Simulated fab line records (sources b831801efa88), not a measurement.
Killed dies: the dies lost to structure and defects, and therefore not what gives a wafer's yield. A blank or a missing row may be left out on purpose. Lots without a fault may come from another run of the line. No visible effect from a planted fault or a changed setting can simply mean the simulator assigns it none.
Check for tools in common ; flow sky130 ; Sample size 12 lots and 36 wafers

## REASON IT WAS OPENED
At SKY_NWELL_RS_MEAS_31 the reading PWDE_RS is flagged on 3 of 12 lots. Wafers without a fault read 5279 ohm/sq, standard deviation 21.
Rule: a lot is flagged in two cases, either no wafer of it has a number, or all its wafers with numbers fall more than 4 standard deviations from that mean. As for the other lots, they are considered sound.

lot;measured;on;PWDE_RS (ohm/sq), wafer by wafer;flag
L546;day 6 08:17;film metro-04;5301 5284 5292;
L547;day 6 15:14;film metro-04;5280 5298 5312;
L549;day 7 04:37;film metro-03;5242 5233 5247;
L551;day 7 13:25;film metro-03;5220 5249 5237;
L552;day 7 20:30;film metro-04;5315 5296 5297;
L556;day 8 20:41;film metro-02;5282 5303 5308;
L557;day 9 05:41;film metro-04;5259 5266 5275;
L558;day 9 12:05;film metro-03;5405 5420 5378;FLAGGED
L559;day 9 18:24;film metro-02;5409 5410 5424;FLAGGED
L560;day 9 19:04;film metro-03;5392 5388 5375;FLAGGED
L563;day 10 23:26;film metro-02;5249 5264 5270;
L565;day 11 08:35;film metro-03;5291 5278 5281;
On average the flagged lots' numbers are 5400 ohm/sq, which is +121 ohm/sq against the usual, or +6 standard deviations.

## WHICH TOOL EACH LOT WENT THROUGH
The record holds 1 process step before the reading, out of a route of 708 steps. Cell contents, in order: the tool; ch with the chambers the sampled wafers went through; the start.
lot;flag;SKY_PWDE_IMPLANT_08
L546;;implanter-04 ch 0, day 4 19:50
L547;;implanter-04 ch 0, day 5 00:52
L549;;implanter-04 ch 0, day 5 13:49
L551;;implanter-03 ch 0, day 5 23:01
L552;;implanter-03 ch 0, day 6 04:54
L556;;implanter-04 ch 0, day 7 03:45
L557;;implanter-04 ch 0, day 7 11:11
L558;FLAGGED;implanter-04 ch 0, day 7 16:45
L559;FLAGGED;implanter-04 ch 0, day 7 22:25
L560;FLAGGED;implanter-04 ch 0, day 8 00:20
L563;;implanter-01 ch 0, day 9 01:41
L565;;implanter-01 ch 0, day 9 09:23
What these steps do:
- SKY_PWDE_IMPLANT_08
- SKY_NWELL_RS_MEAS_31: measures by four-point-probe.

## FLAGGED OVER TOTAL, TOOL BY TOOL (the gauges that took the reading come last)
step;tool;lots run;flagged;share of the flagged lots;sound lots run after its first flagged lot
SKY_PWDE_IMPLANT_08;implanter-01;2;0;none;-
SKY_PWDE_IMPLANT_08;implanter-03;2;0;none;-
SKY_PWDE_IMPLANT_08;implanter-04;8;3;all;0
SKY_NWELL_RS_MEAS_31;film metro-02;3;1;some;1 (L563)
SKY_NWELL_RS_MEAS_31;film metro-03;5;2;some;1 (L565)
SKY_NWELL_RS_MEAS_31;film metro-04;4;0;none;-

## WHAT THE TABLE ALLOWS
All flagged lots share 1 row of the table, namely implanter-04 at SKY_PWDE_IMPLANT_08.
- implanter-04 at SKY_PWDE_IMPLANT_08: 3 of its 8 lots flagged. Its last sound lot is L557 (day 7 11:11), its first flagged lot L558 (day 7 16:45): a fault that began between those two fits. Its own readings (dose ions cm2) fall more than 4 standard deviations out on all wafers of the flagged lots.
One tool is left: implanter-04 at SKY_PWDE_IMPLANT_08.

## WHAT THE SIMULATOR PUT IN
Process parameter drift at SKY_PWDE_IMPLANT_08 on implanter-04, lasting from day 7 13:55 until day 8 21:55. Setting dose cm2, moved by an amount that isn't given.
Shown lots that were struck: L558, L559, L560. The same result came from the rule above.
